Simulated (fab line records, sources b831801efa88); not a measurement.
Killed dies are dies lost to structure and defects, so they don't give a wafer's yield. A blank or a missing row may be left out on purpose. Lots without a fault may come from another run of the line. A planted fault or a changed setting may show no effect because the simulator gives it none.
Which tool did it? | flow sky130 | 14 lots, 42 wafers sampled, at 4 steps of a route of 708

WHAT THE GAUGES READ, wafer by wafer
The record holds no reading of a measuring or inspecting step that can be judged against a usual standard deviation.

WHICH TOOL RAN EACH LOT (tool, then ch and the chambers of the sampled wafers, then the start)
lot  | SKY_METAL1_SPUTTER_04        | SKY_METAL1_DESCUM_17              | SKY_VIA1_CMP_02               | SKY_VIA1_CMP_24
L730 | pvd_sputter-01, day 31 19:31 | rie_metal-03 ch 1, day 32 23:19   | cmp-02 ch 0,2,3, day 33 00:31 | cmp-01 ch 1,2,3, day 34 05:17
L733 | pvd_sputter-01, day 33 09:25 | rie_metal-02 ch 0,1, day 34 11:33 | cmp-01 ch 2,3, day 34 12:30   | cmp-01 ch 2,3, day 35 16:35
L735 | pvd_sputter-04, day 33 10:00 | rie_metal-04 ch 1, day 34 12:28   | cmp-02 ch 2,3, day 34 13:25   | cmp-02 ch 0,1,2, day 35 18:03
L734 | pvd_sputter-02, day 33 11:22 | rie_metal-03 ch 0, day 34 13:59   | cmp-02 ch 1,2,3, day 34 15:13 | cmp-02 ch 0,2,3, day 35 19:08
L736 | pvd_sputter-01, day 34 11:04 | rie_metal-03 ch 1, day 35 14:14   | cmp-02 ch 0,1,3, day 35 15:19 | cmp-01 ch 0,3, day 36 19:03
L737 | pvd_sputter-02, day 34 23:31 | rie_metal-04 ch 0,1, day 36 01:38 | cmp-02 ch 0,2, day 36 02:39   | cmp-02 ch 0,2,3, day 37 06:08
L738 | pvd_sputter-01, day 35 00:24 | rie_metal-03 ch 0,1, day 36 03:10 | cmp-01 ch 0,2,3, day 36 04:07 | cmp-02 ch 0,2,3, day 37 08:27
L739 | pvd_sputter-04, day 35 08:14 | rie_metal-02 ch 0,1, day 36 10:55 | cmp-02 ch 0,1,3, day 36 11:53 | cmp-02 ch 0,1,2, day 37 15:27
L740 | pvd_sputter-02, day 35 16:01 | rie_metal-04 ch 0,1, day 36 18:06 | cmp-02 ch 0,2,3, day 36 19:04 | cmp-01 ch 1,2,3, day 37 22:33
L741 | pvd_sputter-04, day 35 16:43 | rie_metal-03 ch 0,1, day 36 18:46 | cmp-01 ch 0,3, day 36 19:46   | cmp-01 ch 1,2, day 37 23:02
L747 | pvd_sputter-01, day 37 19:34 | rie_metal-02 ch 0,1, day 38 21:02 | cmp-01 ch 0,2,3, day 38 22:07 | cmp-01 ch 0,1, day 40 00:56
L748 | pvd_sputter-01, day 37 21:10 | rie_metal-04 ch 0,1, day 38 22:34 | cmp-01 ch 0,1,2, day 38 23:38 | cmp-01 ch 0,1,2, day 40 02:38
L750 | pvd_sputter-04, day 38 16:38 | rie_metal-02 ch 0,1, day 39 18:13 | cmp-01 ch 0,1, day 39 19:10   | cmp-02 ch 1,3, day 40 21:55
L752 | pvd_sputter-04, day 38 23:37 | rie_metal-02 ch 0,1, day 40 01:20 | cmp-02 ch 0,2,3, day 40 02:41 | cmp-02 ch 0,1,2, day 41 05:14
- SKY_METAL1_SPUTTER_04: material TiN, target thk 70 nm, time 58.3 s.
- SKY_METAL1_DESCUM_17: chemistry O2, time 8 s.
- SKY_VIA1_CMP_02: polishes SiO2.
- SKY_VIA1_CMP_24: polishes, stops on SiO2, t overpolish 15 s, target thk 0 nm.

WHAT THE TOOLS THEMSELVES READ (means of the sampled wafers that have a number; where no wafer has one, the mark that the record gives instead)
SKY_METAL1_SPUTTER_04. Usual: throttle_valve_pct 30.1 %, standard deviation 1.4.
lot  | tool           | throttle_valve_pct (%) | flag
L730 | pvd_sputter-01 | 30.3                   |
L733 | pvd_sputter-01 | 30.5                   |
L735 | pvd_sputter-04 | 30.2                   |
L734 | pvd_sputter-02 | 29.9                   |
L736 | pvd_sputter-01 | 30.6                   |
L737 | pvd_sputter-02 | 29.9                   |
L738 | pvd_sputter-01 | 30.4                   |
L739 | pvd_sputter-04 | 29.6                   |
L740 | pvd_sputter-02 | 30.0                   |
L741 | pvd_sputter-04 | 31.4                   |
L747 | pvd_sputter-01 | 30.7                   |
L748 | pvd_sputter-01 | 30.5                   |
L750 | pvd_sputter-04 | 28.4                   |
L752 | pvd_sputter-04 | 29.5                   |

SKY_METAL1_DESCUM_17. Usual: drypump_motor_current_A 5.7 A, standard deviation 0.54; oes_product_au 1.001 a.u., standard deviation 0.012.
lot  | tool         | drypump_motor_current_A (A) | oes_product_au (a.u.) | flag
L730 | rie_metal-03 | 5.4                         | 1.000                 |
L733 | rie_metal-02 | 6.1                         | 0.999                 |
L735 | rie_metal-04 | 6.3                         | 1.002                 |
L734 | rie_metal-03 | 5.7                         | 1.007                 |
L736 | rie_metal-03 | 5.5                         | 0.988                 |
L737 | rie_metal-04 | 5.8                         | 1.007                 |
L738 | rie_metal-03 | 5.6                         | 1.001                 |
L739 | rie_metal-02 | 6.1                         | 1.006                 |
L740 | rie_metal-04 | 5.4                         | 1.005                 |
L741 | rie_metal-03 | 5.6                         | 0.995                 |
L747 | rie_metal-02 | 5.8                         | 0.996                 |
L748 | rie_metal-04 | 5.4                         | 1.009                 |
L750 | rie_metal-02 | 5.8                         | 0.987                 |
L752 | rie_metal-02 | 6.1                         | 1.001                 |

SKY_VIA1_CMP_02. Usual: edge_zone_pressure_frac 0.999, standard deviation 0.0053; head_pressure_psi 4.000 psi, standard deviation 0.0086; motor_current_A 12.2 A, standard deviation 0.58.
lot  | tool   | edge_zone_pressure_frac | head_pressure_psi (psi) | motor_current_A (A) | flag
L730 | cmp-02 | 0.997                   | 4.003                   | 12.5                |
L733 | cmp-01 | 1.003                   | 3.998                   | 12.5                |
L735 | cmp-02 | 0.995                   | 4.007                   | 12.6                |
L734 | cmp-02 | 1.001                   | 4.003                   | 12.3                |
L736 | cmp-02 | 0.998                   | 3.999                   | 12.5                |
L737 | cmp-02 | 1.000                   | 4.013                   | 12.0                |
L738 | cmp-01 | 1.002                   | 3.997                   | 12.1                |
L739 | cmp-02 | 0.997                   | 3.997                   | 12.4                |
L740 | cmp-02 | 0.996                   | 4.000                   | 12.7                |
L741 | cmp-01 | 0.998                   | 4.006                   | 11.8                |
L747 | cmp-01 | 0.997                   | 4.007                   | 11.8                |
L748 | cmp-01 | 0.994                   | 4.003                   | 11.6                |
L750 | cmp-01 | 0.994                   | 3.995                   | 11.8                |
L752 | cmp-02 | 1.002                   | 3.997                   | 12.5                |

SKY_VIA1_CMP_24. Usual: edge_zone_pressure_frac 1.001, standard deviation 0.0048; head_pressure_psi 3.502 psi, standard deviation 0.0075; motor_current_A 11.2 A, standard deviation 0.58; overpolish_run_s 15.000 s, standard deviation 0.0091; time_to_endpoint_s 68 s, standard deviation 3.4.
lot  | tool   | edge_zone_pressure_frac | head_pressure_psi (psi) | motor_current_A (A) | overpolish_run_s (s) | time_to_endpoint_s (s) | flag
L730 | cmp-01 | 1.004                   | 3.499                   | 11.2                | 14.998               | 70                     |
L733 | cmp-01 | 1.002                   | 3.505                   | 11.2                | 15.000               | 67                     |
L735 | cmp-02 | 1.000                   | 3.491                   | 11.3                | 14.995               | 68                     |
L734 | cmp-02 | 0.996                   | 3.505                   | 11.4                | 14.992               | 66                     |
L736 | cmp-01 | 1.000                   | 3.498                   | 10.8                | 14.999               | 68                     |
L737 | cmp-02 | 1.002                   | 3.512                   | 11.6                | 15.001               | 70                     |
L738 | cmp-02 | 1.001                   | 3.506                   | 11.7                | 15.005               | 65                     |
L739 | cmp-02 | 1.000                   | 3.498                   | 11.4                | 14.999               | 69                     |
L740 | cmp-01 | 1.008                   | 3.503                   | 11.3                | 15.003               | 67                     |
L741 | cmp-01 | 0.998                   | 3.509                   | 11.0                | 15.001               | 65                     |
L747 | cmp-01 | -                       | -                       | -                   | -                    | -                      | OFF
L748 | cmp-01 | -                       | -                       | -                   | -                    | -                      | OFF
L750 | cmp-02 | 1.001                   | 3.504                   | 11.4                | 15.004               | 67                     |
L752 | cmp-02 | 1.001                   | 3.504                   | 11.5                | 14.999               | 65                     |

THE ANSWER, worked out from the rows above alone
Rule: a lot is off if the mean of its wafers that have a number lies more than 3 standard deviations from the usual mean. A lot without any number at a reading at which 4 lots or more have one is off too. The other lots that the step has rows for count as sound. The gauges are gone through in route order, then the tools' own readings, and for those a lot's mean is taken as printed above. The first step at which some lot is off is used, and at that step the reading that is off furthest; a lot without a number counts as furthest.
Off: L747, L748, at SKY_VIA1_CMP_24 (edge_zone_pressure_frac). Without a number there: L747, L748.
A tool fits if, at that step or a process step before it, it ran every lot that is off, and no sound lot after the first of them. Can't be told from this: 2 tools fit, pvd_sputter-01 at SKY_METAL1_SPUTTER_04, cmp-01 at SKY_VIA1_CMP_24.

WHAT THE SIMULATOR HAD PUT IN
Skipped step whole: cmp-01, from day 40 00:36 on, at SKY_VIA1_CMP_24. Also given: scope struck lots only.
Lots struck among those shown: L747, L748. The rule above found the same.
